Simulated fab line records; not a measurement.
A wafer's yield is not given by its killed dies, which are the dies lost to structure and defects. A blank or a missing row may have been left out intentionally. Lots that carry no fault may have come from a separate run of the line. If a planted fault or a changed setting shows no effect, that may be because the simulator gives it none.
The tool behind it: which one? :: flow gf180mcu :: Sampling: 12 lots, 36 wafers, 5 of 602 route steps

WHAT THE GAUGES READ, wafer by wafer
GF_M5_OVL_MEAS_08. Usual: M5_OVL -3 nm, standard deviation 4.6.
lot: L653
measured: day 26 00:47
on: overlay-01
M5_OVL (nm): -5 -6 -4
flag: 

lot: L654
measured: day 26 04:34
on: overlay-02
M5_OVL (nm): -4 -10 -2
flag: 

lot: L655
measured: day 26 13:51
on: overlay-02
M5_OVL (nm): -4 3 -9
flag: 

lot: L656
measured: day 27 04:59
on: overlay-02
M5_OVL (nm): -1 -2 -6
flag: 

lot: L658
measured: day 27 22:29
on: overlay-02
M5_OVL (nm): -6 4 1
flag: 

lot: L659
measured: day 28 08:32
on: overlay-02
M5_OVL (nm): 0 -13 -6
flag: 

lot: L660
measured: day 28 18:05
on: overlay-01
M5_OVL (nm): -7 -1 -7
flag: 

lot: L661
measured: day 29 10:05
on: overlay-01
M5_OVL (nm): -3 4 4
flag: 

lot: L662
measured: day 29 13:00
on: overlay-01
M5_OVL (nm): -2 -6 -3
flag: 

lot: L670
measured: day 31 14:18
on: overlay-01
M5_OVL (nm): -5 -2 -4
flag: 

lot: L672
measured: day 32 06:23
on: overlay-01
M5_OVL (nm): 3 -5 2
flag: 

lot: L675
measured: day 32 11:18
on: overlay-02
M5_OVL (nm): -2 -6 -4
flag: 

GF_V5_THK_MEAS_03. Usual: V5_CVD_02_THK 1454 nm, standard deviation 19.
lot: L653
measured: day 26 01:43
on: film metro-02
V5_CVD_02_THK (nm): 1431 1435 1448
flag: 

lot: L654
measured: day 26 05:29
on: film metro-01
V5_CVD_02_THK (nm): 1453 1440 1464
flag: 

lot: L655
measured: day 26 14:47
on: film metro-01
V5_CVD_02_THK (nm): 1438 1446 1453
flag: 

lot: L656
measured: day 27 05:56
on: film metro-02
V5_CVD_02_THK (nm): 1423 1451 1424
flag: 

lot: L658
measured: day 27 23:33
on: film metro-01
V5_CVD_02_THK (nm): 1456 1469 1492
flag: 

lot: L659
measured: day 28 09:46
on: film metro-04
V5_CVD_02_THK (nm): 1428 1452 1461
flag: 

lot: L660
measured: day 28 19:10
on: film metro-04
V5_CVD_02_THK (nm): 1463 1463 1459
flag: 

lot: L661
measured: day 29 11:01
on: film metro-02
V5_CVD_02_THK (nm): 1453 1403 1469
flag: 

lot: L662
measured: day 29 14:04
on: film metro-02
V5_CVD_02_THK (nm): 1425 1449 1460
flag: 

lot: L670
measured: day 31 15:53
on: film metro-01
V5_CVD_02_THK (nm): 1468 1463 1427
flag: 

lot: L672
measured: day 32 07:20
on: film metro-02
V5_CVD_02_THK (nm): 1387 1441 1463
flag: 

lot: L675
measured: day 32 12:16
on: film metro-01
V5_CVD_02_THK (nm): 1441 1483 1441
flag: 

TOOL THAT RAN EACH LOT (tool first, then ch and the chambers of the sampled wafers, then the start)
lot: L653
GF_MIM_SPUTTER_03: pvd sputter-01, day 24 04:59
GF_MIM_METAL_ETCH_19: rie metal-04 ch 0, day 25 03:04
GF_V5_CVD_02: pecvd-03 ch 1,2, day 26 01:37

lot: L654
GF_MIM_SPUTTER_03: pvd sputter-03, day 24 08:20
GF_MIM_METAL_ETCH_19: rie metal-01 ch 0,1, day 25 06:22
GF_V5_CVD_02: pecvd-04 ch 1,2, day 26 05:23

lot: L655
GF_MIM_SPUTTER_03: pvd sputter-03, day 24 18:13
GF_MIM_METAL_ETCH_19: rie metal-01 ch 1, day 25 15:43
GF_V5_CVD_02: pecvd-04 ch 0,1,2, day 26 14:40

lot: L656
GF_MIM_SPUTTER_03: pvd sputter-04, day 25 10:19
GF_MIM_METAL_ETCH_19: rie metal-01 ch 0,1, day 26 07:34
GF_V5_CVD_02: pecvd-04 ch 0,1,2, day 27 05:49

lot: L658
GF_MIM_SPUTTER_03: pvd sputter-03, day 26 05:20
GF_MIM_METAL_ETCH_19: rie metal-01 ch 0,1, day 27 02:10
GF_V5_CVD_02: pecvd-01 ch 1,2, day 27 23:26

lot: L659
GF_MIM_SPUTTER_03: pvd sputter-03, day 26 16:32
GF_MIM_METAL_ETCH_19: rie metal-04 ch 0, day 27 12:37
GF_V5_CVD_02: pecvd-03 ch 0,1,2, day 28 09:39

lot: L660
GF_MIM_SPUTTER_03: pvd sputter-01, day 27 02:24
GF_MIM_METAL_ETCH_19: rie metal-01 ch 0,1, day 27 22:40
GF_V5_CVD_02: pecvd-01 ch 1,2, day 28 19:03

lot: L661
GF_MIM_SPUTTER_03: pvd sputter-03, day 27 19:24
GF_MIM_METAL_ETCH_19: rie metal-01 ch 0,1, day 28 15:01
GF_V5_CVD_02: pecvd-03 ch 0,1,2, day 29 10:55

lot: L662
GF_MIM_SPUTTER_03: pvd sputter-04, day 27 23:05
GF_MIM_METAL_ETCH_19: rie metal-02 ch 0,1, day 28 17:52
GF_V5_CVD_02: pecvd-04 ch 0,1,2, day 29 13:57

lot: L670
GF_MIM_SPUTTER_03: pvd sputter-04, day 30 01:31
GF_MIM_METAL_ETCH_19: rie metal-02 ch 0, day 30 20:07
GF_V5_CVD_02: pecvd-04 ch 1,2, day 31 15:46

lot: L672
GF_MIM_SPUTTER_03: pvd sputter-04, day 30 19:20
GF_MIM_METAL_ETCH_19: rie metal-01 ch 0,1, day 31 12:37
GF_V5_CVD_02: pecvd-04 ch 0,1, day 32 07:13

lot: L675
GF_MIM_SPUTTER_03: pvd sputter-01, day 31 00:50
GF_MIM_METAL_ETCH_19: rie metal-02 ch 0, day 31 18:04
GF_V5_CVD_02: pecvd-03 ch 1,2, day 32 12:08
- GF_MIM_SPUTTER_03: material Ti, target thk 10 nm, time 6.7 s.
- GF_MIM_METAL_ETCH_19: etches the open film in Cl2/BCl3, stops on Si3N4, target depth 324.5 nm, time 54.1 s.
- GF_V5_CVD_02: deposits SiO2 from TEOS, target thk 1450 nm, time 163.28 s.

AS READ BY THE TOOLS THEMSELVES (means over the sampled wafers that have a number; for cases with no such wafer, the mark the record gives instead)
GF_MIM_SPUTTER_03. Usual: 29.9 % for throttle valve pct, sd 1.2.
lot: L653
tool: pvd sputter-01
throttle valve pct (%): 29.4
flag: 

lot: L654
tool: pvd sputter-03
throttle valve pct (%): 29.7
flag: 

lot: L655
tool: pvd sputter-03
throttle valve pct (%): 30.6
flag: 

lot: L656
tool: pvd sputter-04
throttle valve pct (%): 30.0
flag: 

lot: L658
tool: pvd sputter-03
throttle valve pct (%): 30.3
flag: 

lot: L659
tool: pvd sputter-03
throttle valve pct (%): 31.4
flag: 

lot: L660
tool: pvd sputter-01
throttle valve pct (%): 28.8
flag: 

lot: L661
tool: pvd sputter-03
throttle valve pct (%): 31.0
flag: 

lot: L662
tool: pvd sputter-04
throttle valve pct (%): 30.3
flag: 

lot: L670
tool: pvd sputter-04
throttle valve pct (%): 30.0
flag: 

lot: L672
tool: pvd sputter-04
throttle valve pct (%): 30.0
flag: 

lot: L675
tool: pvd sputter-01
throttle valve pct (%): 30.1
flag: 

GF_MIM_METAL_ETCH_19. Usual: bias w 140.0 W, standard deviation 0.39; drypump motor current A 5.61 A, standard deviation 0.22; oes product au 0.939 a.u., standard deviation 0.0065; throttle valve pct 28.286 %, standard deviation 0.011.
lot: L653
tool: rie metal-04
bias w (W): 139.6
drypump motor current A (A): 5.05
oes product au (a.u.): 0.938
throttle valve pct (%): 28.281
flag: 

lot: L654
tool: rie metal-01
bias w (W): 139.7
drypump motor current A (A): 5.69
oes product au (a.u.): 0.943
throttle valve pct (%): 28.291
flag: 

lot: L655
tool: rie metal-01
bias w (W): 140.1
drypump motor current A (A): 5.65
oes product au (a.u.): 0.940
throttle valve pct (%): 28.296
flag: 

lot: L656
tool: rie metal-01
bias w (W): 139.8
drypump motor current A (A): 5.66
oes product au (a.u.): 0.933
throttle valve pct (%): 28.283
flag: 

lot: L658
tool: rie metal-01
bias w (W): 139.9
drypump motor current A (A): 5.66
oes product au (a.u.): 0.937
throttle valve pct (%): 28.291
flag: 

lot: L659
tool: rie metal-04
bias w (W): 140.3
drypump motor current A (A): 5.04
oes product au (a.u.): 0.934
throttle valve pct (%): 28.304
flag: 

lot: L660
tool: rie metal-01
bias w (W): 139.8
drypump motor current A (A): 5.70
oes product au (a.u.): 0.935
throttle valve pct (%): 28.285
flag: 

lot: L661
tool: rie metal-01
bias w (W): 140.1
drypump motor current A (A): 5.67
oes product au (a.u.): 0.940
throttle valve pct (%): 28.284
flag: 

lot: L662
tool: rie metal-02
bias w (W): 140.4
drypump motor current A (A): 5.76
oes product au (a.u.): 0.941
throttle valve pct (%): 28.278
flag: 

lot: L670
tool: rie metal-02
bias w (W): 140.0
drypump motor current A (A): 5.71
oes product au (a.u.): 0.939
throttle valve pct (%): 28.282
flag: 

lot: L672
tool: rie metal-01
bias w (W): 140.3
drypump motor current A (A): 5.66
oes product au (a.u.): 0.939
throttle valve pct (%): 28.285
flag: 

lot: L675
tool: rie metal-02
bias w (W): 139.5
drypump motor current A (A): 5.69
oes product au (a.u.): 0.939
throttle valve pct (%): 28.282
flag: 

GF_V5_CVD_02. Usual: heater power outer w 352 W, standard deviation 66; heater power w 622 W, standard deviation 98; rf fwd power W 597.7 W, standard deviation 2.1.
lot: L653
tool: pecvd-03
heater power outer w (W): 365
heater power w (W): 675
rf fwd power W (W): 595.7
flag: 

lot: L654
tool: pecvd-04
heater power outer w (W): 378
heater power w (W): 597
rf fwd power W (W): 598.8
flag: 

lot: L655
tool: pecvd-04
heater power outer w (W): 312
heater power w (W): 559
rf fwd power W (W): 597.4
flag: 

lot: L656
tool: pecvd-04
heater power outer w (W): 374
heater power w (W): 650
rf fwd power W (W): 598.1
flag: 

lot: L658
tool: pecvd-01
heater power outer w (W): 311
heater power w (W): 565
rf fwd power W (W): 596.6
flag: 

lot: L659
tool: pecvd-03
heater power outer w (W): 355
heater power w (W): 652
rf fwd power W (W): 600.0
flag: 

lot: L660
tool: pecvd-01
heater power outer w (W): 321
heater power w (W): 592
rf fwd power W (W): 596.2
flag: 

lot: L661
tool: pecvd-03
heater power outer w (W): 362
heater power w (W): 672
rf fwd power W (W): 597.3
flag: 

lot: L662
tool: pecvd-04
heater power outer w (W): 328
heater power w (W): 575
rf fwd power W (W): 599.0
flag: 

lot: L670
tool: pecvd-04
heater power outer w (W): 406
heater power w (W): 674
rf fwd power W (W): 568.3
flag: OFF

lot: L672
tool: pecvd-04
heater power outer w (W): 304
heater power w (W): 567
rf fwd power W (W): 565.8
flag: OFF

lot: L675
tool: pecvd-03
heater power outer w (W): 352
heater power w (W): 637
rf fwd power W (W): 595.9
flag: 

THE ANSWER, worked out from the rows above alone
Rule: take the mean of a lot's wafers that have a number; if it is more than 3 standard deviations from the usual mean, the lot is off. Also off: a lot with no number at a reading for which 4 or more lots have one. Any other lot the step has rows for is counted as sound. First the gauges in route order, then the tools' own readings, where a lot's mean is used as printed above. The first step at which some lot is off is used, and at that step the reading that is off furthest; a lot without a number counts as furthest.
Off, at GF_V5_CVD_02 on rf fwd power W: L670, L672.
If a tool, at that step or one of the process steps before it, ran each lot that is off and ran no sound lot following the first of them, it fits. Undecided on this evidence; 2 tools fit (pvd sputter-04 at GF_MIM_SPUTTER_03, pecvd-04 at GF_V5_CVD_02).

WHAT HAD BEEN PUT IN BY THE SIMULATOR
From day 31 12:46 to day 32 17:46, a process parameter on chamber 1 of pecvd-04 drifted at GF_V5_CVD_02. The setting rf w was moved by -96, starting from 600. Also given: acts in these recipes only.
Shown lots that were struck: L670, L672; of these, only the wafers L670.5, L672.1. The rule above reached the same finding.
